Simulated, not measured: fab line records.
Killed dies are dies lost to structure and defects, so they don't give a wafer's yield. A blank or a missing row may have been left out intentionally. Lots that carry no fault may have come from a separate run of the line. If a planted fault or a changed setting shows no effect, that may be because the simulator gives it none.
fab line records | flow gf180mcu
record: lots: 6 wafers: 18 last_day: 34
route steps=602 shown NWELL@50 LVPWELL@54 MVSD@66 MVPSD@78 VT_IMPLANT@90
lots untouched by any fault: they come from a run of this same line in which no faults occurred
start_h: the number of hours between the record's first day and the start of the first shown wafer of the lot | wait_h: hours elapsed since this lot's preceding step | " identical to the entry in the row above | L1.1+2: a single row standing in for several wafers | - either no value or no given start | * or withheld: withheld | < > ~ a bound
route shown NAME@n: a module of which the file shows steps, and the number in the route of the first | usual: the fault-free wafers' mean and standard deviation | same: alike in all rows | chamber/n: place in a boat | sites: each site's reading | _std_site: their standard deviation | _edge_site: mean of outer sites minus mean of inner sites | radius_mm: how far each site lies from the wafer's centre | mask NAME#n: copy n | behind: the last tool/chamber to shape the wafer | hold: cause of the lot's hold/its duration in hours/its outcome | device: names the non-switching transistor (n, p or np) | end of line: the same wafers' tests at the end of the route | where a step has no rows: the recipe by itself | killed: not the wafer's yield, but the dies lost to structure and defects at the first sort | map: per-die view of a wafer (x killed, . not killed, _ where there is no die)
set.NAME: setting as actually run; set.NAME@STEP: the setting as run at that earlier step | model.NAME: the simulator's own value behind a step, which no gauge read
a table for each step, a row for each wafer; lots at some steps of the route
services: from which hour (start_h, from the record's first day; less than 0 if before it) a tool's chamber was out of use, for how many hours, and why
== steps ==
step: GF_NWELL_IMPLANT_08
recipe: species: P energy_kev: 450 dose_cm2: 1.5e+13 tilt_deg: 0
step: GF_NWELL_IMPLANT_09
recipe: species: P energy_kev: 160 dose_cm2: 4e+12 tilt_deg: 0
step: GF_NWELL_STRIP_10
recipe: chemistry: O2/N2 power_w: 1400 pressure_mtorr: 1500 platen_temp_c: 250 o2_flow_sccm: 3000 n2_flow_sccm: 300 overash_fraction: 0.5
usual: drypump_motor_current_A: 5.5/0.42 heater_power_w: 327/27 oes_product_au: 0.722/0.0048 platen_temp_c: 249.99/0.17 strip_time_to_endpoint_s: 36.94/0.1
same: overash_fraction: 0.5
columns lot.wafer tool chamber start_h wait_h drypump_motor_current_A heater_power_w oes_product_au platen_temp_c rf_hours_counter_h strip_time_to_endpoint_s
L863.1 plasma_asher-01 0 55.11 0.1 5.6 308 0.725 250.07 28 36.93
L863.5 " 1 " " 4.9 339 0.718 250.14 - 37.02
L863.6 " 0 " " 5.6 308 0.720 250.14 - 36.94
L865.1 plasma_asher-01 1 67.01 0.1 5.0 347 0.721 250.13 29 36.86
L865.5 " 1 " " 5.0 334 0.725 250.01 - 36.90
L865.6 " 0 " " 5.6 305 0.721 249.89 - 36.85
L873.1 plasma_asher-02 1 110.59 0.1 5.5 371 0.731 249.85 45 37.02
L873.3 " 0 " " 5.8 357 0.724 250.00 - 37.02
L873.6 " 0 " " 5.8 360 0.724 249.86 - 37.01
L874.1 plasma_asher-01 0 118.96 0.1 5.6 314 0.724 249.71 34 37.12
L874.2 " 1 " " 4.9 341 0.722 250.12 34 37.02
L874.4 " 1 " " 4.9 346 0.719 249.93 - 36.97
L878.1 plasma_asher-01 1 138.94 0.1 5.0 341 0.718 250.15 37 36.90
L878.4 " 0 " " 5.6 302 0.727 250.00 - 36.93
L878.5 " 1 " " 5.0 341 0.713 249.98 - 36.97
L885.3 plasma_asher-01 1 182.04 0.1 4.9 343 0.726 250.18 - 36.82
L885.5 " 0 " " 5.6 315 0.722 249.97 - 36.93
L885.6 " 1 " " 4.9 347 0.712 250.11 - 36.83
step: GF_NWELL_TW_MEAS_11
usual: NWELL_TW: 1579/19
columns lot.wafer tool chamber start_h wait_h NWELL_TW
L863.1 film_metro-02 - 55.21 0.1 1564
L863.5 " - " " 1553
L863.6 " - " " 1561
L865.1 film_metro-04 - 67.11 0.1 1583
L865.5 " - " " 1577
L865.6 " - " " 1580
L873.1 film_metro-04 - 110.69 0.1 1580
L873.3 " - " " 1582
L873.6 " - " " 1579
L874.1 film_metro-02 - 119.06 0.1 1553
L874.2 " - " " 1554
L874.4 " - " " 1539
L878.1 film_metro-04 - 139.04 0.1 1568
L878.4 " - " " 1578
L878.5 " - " " 1583
L885.3 film_metro-04 - 182.13 0.1 1571
L885.5 " - " " 1576
L885.6 " - " " 1570
step: GF_LVPWELL_DEHYDRATE_00
recipe: temp_c: 200 time_s: 60
step: GF_LVPWELL_HMDS_01
recipe: prime_time_s: 60 prime_temp_c: 120
step: GF_LVPWELL_COAT_02
recipe: spin_rpm: 2000 resist_thk_nm: 3000
step: GF_LVPWELL_SOFTBAKE_03
recipe: temp_c: 110 time_s: withheld
step: GF_LVPWELL_EXPOSE_04
recipe: mask_id: LVPWELL target_cd_nm: 600 na: 0.6 source_shape: conventional sigma_outer: 0.6 dose_mj: 260
step: GF_LVPWELL_PEB_05
recipe: temp_c: 115 time_s: withheld
step: GF_LVPWELL_DEVELOP_06
recipe: wall_angle_deg: 90 develop_time_s: 60 dev_temp_c: 23
step: GF_LVPWELL_OVL_MEAS_07
usual: LVPWELL_OVL: 0.4/1.3
columns lot.wafer tool chamber start_h wait_h LVPWELL_OVL[nm]
L863.1 overlay-02 - 68.31 - -2.1
L863.5 " - " " -1.0
L863.6 " - " " -2.9
L865.1 overlay-02 - 80.40 - 0.7
L865.5 " - " " -0.2
L865.6 " - " " -0.6
L873.1 overlay-02 - 125.02 - 1.3
L873.3 " - " " 2.4
L873.6 " - " " 1.3
L874.1 overlay-02 - 133.60 - 0.6
L874.2 " - " " 0.3
L874.4 " - " " 2.0
L878.1 overlay-02 - 153.32 - -1.7
L878.4 " - " " -0.9
L878.5 " - " " -0.7
L885.3 overlay-02 - 198.96 - 1.3
L885.5 " - " " 0.5
L885.6 " - " " 0.9
step: GF_LVPWELL_IMPLANT_08
recipe: species: B energy_kev: 170 dose_cm2: 1.5e+13 tilt_deg: 0
usual: dose_ions_cm2: 1.5001e+13/1.6e+10 tilt_deg: 0.003/0.021
columns lot.wafer tool chamber start_h wait_h dose_ions_cm2 tilt_deg
L863.1 implanter-02 0 68.34 0.0 1.4996e+13 -0.011
L863.5 " 0 " " 1.4975e+13 0.002
L863.6 " 0 " " 1.5002e+13 -0.005
L865.1 implanter-01 0 80.44 0.0 1.5023e+13 -0.013
L865.5 " 0 " " 1.5017e+13 -0.030
L865.6 " 0 " " 1.4982e+13 -0.009
L873.1 implanter-01 0 125.06 0.0 1.5588e+13 -0.009
L873.3 " 0 " " 1.5587e+13 -0.012
L873.6 " 0 " " 1.5582e+13 -0.016
L874.1 implanter-01 0 133.64 0.0 1.5574e+13 -0.012
L874.2 " 0 " " 1.5581e+13 0.008
L874.4 " 0 " " 1.5551e+13 -0.036
L878.1 implanter-02 0 153.36 0.0 1.5013e+13 -0.003
L878.4 " 0 " " 1.5e+13 0.015
L878.5 " 0 " " 1.5029e+13 0.023
L885.3 implanter-02 0 199.04 0.1 1.5002e+13 0.063
L885.5 " 0 " " 1.5026e+13 -0.017
L885.6 " 0 " " 1.5003e+13 0.013
step: GF_LVPWELL_IMPLANT_09
recipe: species: B energy_kev: 60 dose_cm2: 5e+12 tilt_deg: 0
step: GF_LVPWELL_STRIP_10
recipe: chemistry: O2/N2 power_w: 1400 pressure_mtorr: 1500 platen_temp_c: 250 o2_flow_sccm: 3000 n2_flow_sccm: 300 overash_fraction: 0.5
usual: drypump_motor_current_A: 5.8/0.36 heater_power_w: 340/30 oes_product_au: 0.723/0.0046 platen_temp_c: 249.99/0.16 strip_time_to_endpoint_s: 36.95/0.088
same: overash_fraction: 0.5
columns lot.wafer tool chamber start_h wait_h drypump_motor_current_A heater_power_w oes_product_au platen_temp_c rf_hours_counter_h strip_time_to_endpoint_s
L863.1 plasma_asher-04 1 68.64 0.1 6.2 293 0.733 249.86 41 36.89
L863.5 " 0 " " 5.6 342 0.724 250.05 - 36.98
L863.6 " 1 " " 6.3 283 0.724 249.96 - 36.93
L865.1 plasma_asher-04 0 80.74 0.1 5.6 364 0.727 249.97 42 36.98
L865.5 " 1 " " 6.2 291 0.723 249.77 - 36.96
L865.6 " 0 " " 5.6 349 0.722 249.94 - 37.01
L873.1 plasma_asher-04 0 125.36 0.1 5.7 346 0.731 250.20 47 36.99
L873.3 " 1 " " 6.2 287 0.725 250.02 - 36.96
L873.6 " 0 " " 5.7 343 0.725 250.01 - 36.94
L874.1 plasma_asher-04 1 133.94 0.1 6.2 285 0.725 250.03 48 36.88
L874.2 " 0 " " 5.6 350 0.726 249.85 48 36.93
L874.4 " 0 " " 5.6 343 0.724 249.91 - 37.02
L878.1 plasma_asher-02 1 153.66 0.1 5.5 374 0.715 250.08 49 37.07
L878.4 " 0 " " 5.8 369 0.705 250.19 - 37.09
L878.5 " 1 " " 5.5 373 0.721 250.06 - 37.14
L885.3 plasma_asher-04 0 199.32 0.1 5.6 352 0.712 250.11 - 37.02
L885.5 " 0 " " 5.6 350 0.718 249.86 - 36.97
L885.6 " 1 " " 6.2 287 0.720 250.13 - 37.16
step: GF_LVPWELL_TW_MEAS_11
usual: LVPWELL_TW: 559/6.9
columns lot.wafer tool chamber start_h wait_h LVPWELL_TW
L863.1 film_metro-04 - 68.74 0.1 562
L863.5 " - " " 560
L863.6 " - " " 560
L865.1 film_metro-02 - 80.84 0.1 552
L865.5 " - " " 549
L865.6 " - " " 550
L873.1 film_metro-04 - 125.46 0.1 568
L873.3 " - " " 569
L873.6 " - " " 566
L874.1 film_metro-04 - 134.04 0.1 566
L874.2 " - " " 568
L874.4 " - " " 571
L878.1 film_metro-04 - 153.76 0.1 565
L878.4 " - " " 563
L878.5 " - " " 559
L885.3 film_metro-04 - 199.41 0.1 569
L885.5 " - " " 567
L885.6 " - " " 563
step: GF_MVSD_DEHYDRATE_00
recipe: temp_c: 200 time_s: 60
step: GF_MVSD_HMDS_01
recipe: prime_time_s: 60 prime_temp_c: 120
step: GF_MVSD_COAT_02
recipe: spin_rpm: 2000 resist_thk_nm: 3000
step: GF_MVSD_SOFTBAKE_03
recipe: temp_c: 110 time_s: withheld
step: GF_MVSD_EXPOSE_04
recipe: mask_id: MVSD target_cd_nm: 1000 na: 0.6 source_shape: conventional sigma_outer: 0.6 dose_mj: 260
step: GF_MVSD_PEB_05
recipe: temp_c: 115 time_s: withheld
step: GF_MVSD_DEVELOP_06
recipe: wall_angle_deg: 90 develop_time_s: 60 dev_temp_c: 23
step: GF_MVSD_OVL_MEAS_07
usual: MVSD_OVL: 0.4/1.4
columns lot.wafer tool chamber start_h wait_h MVSD_OVL[nm]
L863.1 overlay-02 - 81.86 - 1.2
L863.5 " - " " 1.9
L863.6 " - " " 1.3
L865.1 overlay-01 - 94.08 - -1.0
L865.5 " - " " -0.2
L865.6 " - " " -1.1
L873.1 overlay-01 - 139.90 - -2.2
L873.3 " - " " -1.6
L873.6 " - " " -1.6
L874.1 overlay-02 - 148.32 - 1.3
L874.2 " - " " 2.1
L874.4 " - " " 0.1
L878.1 overlay-01 - 168.46 - 2.6
L878.4 " - " " 1.5
L878.5 " - " " 2.2
L885.3 overlay-01 - 216.24 - -0.3
L885.5 " - " " 0.5
L885.6 " - " " -0.3
step: GF_MVSD_IMPLANT_08
recipe: species: P energy_kev: 400 dose_cm2: 1.6e+13 tilt_deg: 0
step: GF_MVSD_IMPLANT_09
recipe: species: P energy_kev: 100 dose_cm2: 5e+12 tilt_deg: 0
step: GF_MVSD_STRIP_10
recipe: chemistry: O2/N2 power_w: 1400 pressure_mtorr: 1500 platen_temp_c: 250 o2_flow_sccm: 3000 n2_flow_sccm: 300 overash_fraction: 0.5
usual: drypump_motor_current_A: 5.5/0.42 heater_power_w: 344/21 oes_product_au: 0.723/0.0049 platen_temp_c: 250.02/0.18 strip_time_to_endpoint_s: 36.94/0.091
same: overash_fraction: 0.5
columns lot.wafer tool chamber start_h wait_h drypump_motor_current_A heater_power_w oes_product_au platen_temp_c rf_hours_counter_h strip_time_to_endpoint_s
L863.1 plasma_asher-03 0 82.20 0.1 5.0 329 0.717 249.99 41 36.73
L863.5 " 1 " " 6.2 342 0.717 250.42 - 36.78
L863.6 " 0 " " 5.0 330 0.724 250.12 - 36.83
L865.1 plasma_asher-01 0 94.41 0.1 5.6 306 0.722 249.89 32 36.92
L865.5 " 1 " " 5.0 347 0.717 250.10 - 36.97
L865.6 " 0 " " 5.6 305 0.721 250.15 - 36.89
L873.1 plasma_asher-03 1 140.24 0.1 6.2 344 0.726 249.72 2 36.85
L873.3 " 0 " " 5.1 324 0.724 250.11 - 36.99
L873.6 " 0 " " 5.1 331 0.722 250.15 - 36.98
L874.1 plasma_asher-03 1 148.66 0.1 6.2 340 0.726 249.97 3 37.05
L874.2 " 0 " " 5.1 328 0.733 249.98 3 37.01
L874.4 " 1 " " 6.2 343 0.724 250.20 - 37.06
L878.1 plasma_asher-03 0 168.79 0.1 5.1 331 0.720 250.02 5 36.96
L878.4 " 0 " " 5.1 329 0.723 249.99 - 37.00
L878.5 " 0 " " 5.1 327 0.724 250.22 - 37.01
L885.3 plasma_asher-03 0 216.59 0.1 5.0 331 0.723 250.13 - 36.80
L885.5 " 1 " " 6.2 347 0.725 250.31 - 36.76
L885.6 " 0 " " 5.0 323 0.720 249.98 - 36.83
step: GF_MVSD_TW_MEAS_11
usual: MVSD_TW: 1579/23
columns lot.wafer tool chamber start_h wait_h MVSD_TW
L863.1 film_metro-03 - 82.30 0.1 1593
L863.5 " - " " 1601
L863.6 " - " " 1601
L865.1 film_metro-04 - 94.51 0.1 1587
L865.5 " - " " 1593
L865.6 " - " " 1588
L873.1 film_metro-03 - 140.34 0.1 1588
L873.3 " - " " 1604
L873.6 " - " " 1585
L874.1 film_metro-04 - 148.76 0.1 1595
L874.2 " - " " 1587
L874.4 " - " " 1582
L878.1 film_metro-03 - 168.89 0.1 1598
L878.4 " - " " 1600
L878.5 " - " " 1599
L885.3 film_metro-02 - 216.68 0.1 1552
L885.5 " - " " 1557
L885.6 " - " " 1556
step: GF_MVPSD_DEHYDRATE_00
recipe: temp_c: 200 time_s: 60
step: GF_MVPSD_HMDS_01
recipe: prime_time_s: 60 prime_temp_c: 120
step: GF_MVPSD_COAT_02
recipe: spin_rpm: 2000 resist_thk_nm: 3000
step: GF_MVPSD_SOFTBAKE_03
recipe: temp_c: 110.7 time_s: withheld
step: GF_MVPSD_EXPOSE_04
recipe: mask_id: MVPSD target_cd_nm: 1000 na: 0.6 source_shape: conventional sigma_outer: 0.6 dose_mj: 260
step: GF_MVPSD_PEB_05
recipe: temp_c: 115 time_s: withheld
step: GF_MVPSD_DEVELOP_06
recipe: wall_angle_deg: 90 develop_time_s: 60 dev_temp_c: 23
step: GF_MVPSD_OVL_MEAS_07
usual: MVPSD_OVL: -1.0/1.2
columns lot.wafer tool chamber start_h wait_h MVPSD_OVL[nm]
L863.1 overlay-01 - 95.60 - -0.3
L863.5 " - " " -1.2
L863.6 " - " " 0.2
L865.1 overlay-02 - 108.47 - -1.5
L865.5 " - " " -3.0
L865.6 " - " " -2.5
L873.1 overlay-02 - 153.91 - -0.6
L873.3 " - " " -2.9
L873.6 " - " " -1.3
L874.1 overlay-02 - 163.57 - -1.3
L874.2 " - " " -0.7
L874.4 " - " " 0.1
L878.1 overlay-01 - 185.05 - -1.8
L878.4 " - " " -1.0
L878.5 " - " " -0.8
L885.3 overlay-02 - 235.41 - -1.4
L885.5 " - " " 0.4
L885.6 " - " " 1.5
step: GF_MVPSD_IMPLANT_08
recipe: species: B energy_kev: 170 dose_cm2: 1.5e+13 tilt_deg: 0
step: GF_MVPSD_IMPLANT_09
recipe: species: B energy_kev: 40 dose_cm2: 5e+12 tilt_deg: 0
step: GF_MVPSD_STRIP_10
recipe: chemistry: O2/N2 power_w: 1400 pressure_mtorr: 1500 platen_temp_c: 250 o2_flow_sccm: 3000 n2_flow_sccm: 300 overash_fraction: 0.5
usual: drypump_motor_current_A: 5.7/0.5 heater_power_w: 328/21 oes_product_au: 0.722/0.0042 platen_temp_c: 249.98/0.18 strip_time_to_endpoint_s: 36.86/0.098
same: overash_fraction: 0.5
columns lot.wafer tool chamber start_h wait_h drypump_motor_current_A heater_power_w oes_product_au platen_temp_c rf_hours_counter_h strip_time_to_endpoint_s
L863.1 plasma_asher-03 1 95.94 0.1 6.1 346 0.726 250.08 43 36.67
L863.5 " 0 " " 5.0 334 0.723 250.16 - 36.86
L863.6 " 1 " " 6.2 343 0.727 249.85 - 36.79
L865.1 plasma_asher-04 1 108.81 0.1 6.2 280 0.720 249.76 45 36.95
L865.5 " 0 " " 5.6 352 0.724 250.11 - 36.97
L865.6 " 1 " " 6.2 286 0.725 249.71 - 36.91
L873.1 plasma_asher-04 0 154.24 0.1 5.6 355 0.722 249.65 50 36.85
L873.3 " 1 " " 6.2 294 0.725 249.69 - 36.97
L873.6 " 1 " " 6.2 285 0.715 250.03 - 37.01
L874.1 plasma_asher-03 1 163.91 0.1 6.2 343 0.725 250.12 4 36.85
L874.2 " 0 " " 5.1 328 0.724 250.01 4 36.91
L874.4 " 0 " " 5.0 324 0.724 249.90 - 36.78
L878.1 plasma_asher-04 1 185.39 0.1 6.2 286 0.724 250.14 53 36.88
L878.4 " 1 " " 6.2 297 0.716 250.00 - 36.99
L878.5 " 1 " " 6.2 282 0.721 249.74 - 36.89
L885.3 plasma_asher-03 0 235.77 0.1 5.1 318 0.719 250.01 - 36.73
L885.5 " 1 " " 6.1 340 0.721 249.91 - 36.71
L885.6 " 0 " " 5.0 322 0.724 250.09 - 36.63
step: GF_MVPSD_TW_MEAS_11
usual: MVPSD_TW: 555/6.5
columns lot.wafer tool chamber start_h wait_h MVPSD_TW
L863.1 film_metro-04 - 96.04 0.1 557
L863.5 " - " " 555
L863.6 " - " " 554
L865.1 film_metro-02 - 108.91 0.1 542
L865.5 " - " " 547
L865.6 " - " " 546
L873.1 film_metro-04 - 154.34 0.1 557
L873.3 " - " " 558
L873.6 " - " " 556
L874.1 film_metro-04 - 164.01 0.1 554
L874.2 " - " " 555
L874.4 " - " " 558
L878.1 film_metro-04 - 185.49 0.1 557
L878.4 " - " " 556
L878.5 " - " " 556
L885.3 film_metro-04 - 235.86 0.1 551
L885.5 " - " " 556
L885.6 " - " " 556
step: GF_VT_IMPLANT_DEHYDRATE_00
recipe: temp_c: 200 time_s: 60
step: GF_VT_IMPLANT_HMDS_01
recipe: prime_time_s: 60 prime_temp_c: 120
step: GF_VT_IMPLANT_RS_MEAS_48
recipe: thk_meas_gauge: four-point-probe
usual: LVPWELL_RS: 1197/3.3
columns lot.wafer tool chamber start_h wait_h LVPWELL_RS[ohm/sq]
L863.1 film_metro-03 - 154.32 0.1 1197
L863.5 " - " " 1198
L863.6 " - " " 1197
L865.1 film_metro-03 - 168.24 0.1 1194
L865.5 " - " " 1194
L865.6 " - " " 1194
L873.1 film_metro-03 - 220.49 0.1 1171
L873.3 " - " " 1170
L873.6 " - " " 1171
L874.1 film_metro-03 - 232.19 0.1 1171
L874.2 " - " " 1172
L874.4 " - " " 1173
L878.1 film_metro-03 - 255.56 0.1 1193
L878.4 " - " " 1193
L878.5 " - " " 1194
L885.3 film_metro-03 - 314.98 0.1 1195
L885.5 " - " " 1193
L885.6 " - " " 1192
== services ==
columns tool chamber start_h hours kind
implanter-02 - 61.46 1.0 repair
plasma_asher-02 - 64.98 6.2 repair
implanter-02 - 92.79 1.5 repair
implanter-02 - 103.63 44.2 repair
plasma_asher-01 - 108.01 2.8 pm
plasma_asher-03 - 108.75 9.0 pm
plasma_asher-03 0 108.75 9.0 vent_cycle
plasma_asher-03 1 108.75 9.0 vent_cycle
plasma_asher-03 0 117.75 - clean
plasma_asher-03 1 117.75 - clean
implanter-02 - 120.71 5.5 repair
implanter-02 - 156.20 3.8 repair
implanter-02 - 213.06 4.2 repair
implanter-01 - 219.62 9.0 pm
implanter-01 - 229.69 2.5 repair
== key ==
first_sign: step: GF_LVPWELL_IMPLANT_08 reading: dose_ions_cm2 direction: up sigmas: 37 usual: 1.5001e+13 struck: 1.5577e+13
effect: step: GF_VT_IMPLANT_RS_MEAS_48 reading: LVPWELL_RS direction: down sigmas: 7.7 usual: 1197 struck: 1172
met_at GF_LVPWELL_IMPLANT_08
struck_wafers L873.1,L873.3,L873.6,L874.1,L874.2,L874.4
tester_left_out L873,L874
onset_between 80.44 125.06
fault: kind: process_parameter_drift tool: implanter-01 chamber: - onset_h: 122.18 steps: GF_LVPWELL_IMPLANT_08 channel: dose_cm2 offset: 5.7865e+11 shape: step end_h: 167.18 acts_in: these_recipes_only stated: 1.5e+13
tester_left_out: of these lots the tester's yield and bins aren't shown, on N5 and GAA mostly nor the transistor test; their killed dies are dies lost to structure and defects alone, not to doping, threshold or leakage, so they don't give the yield
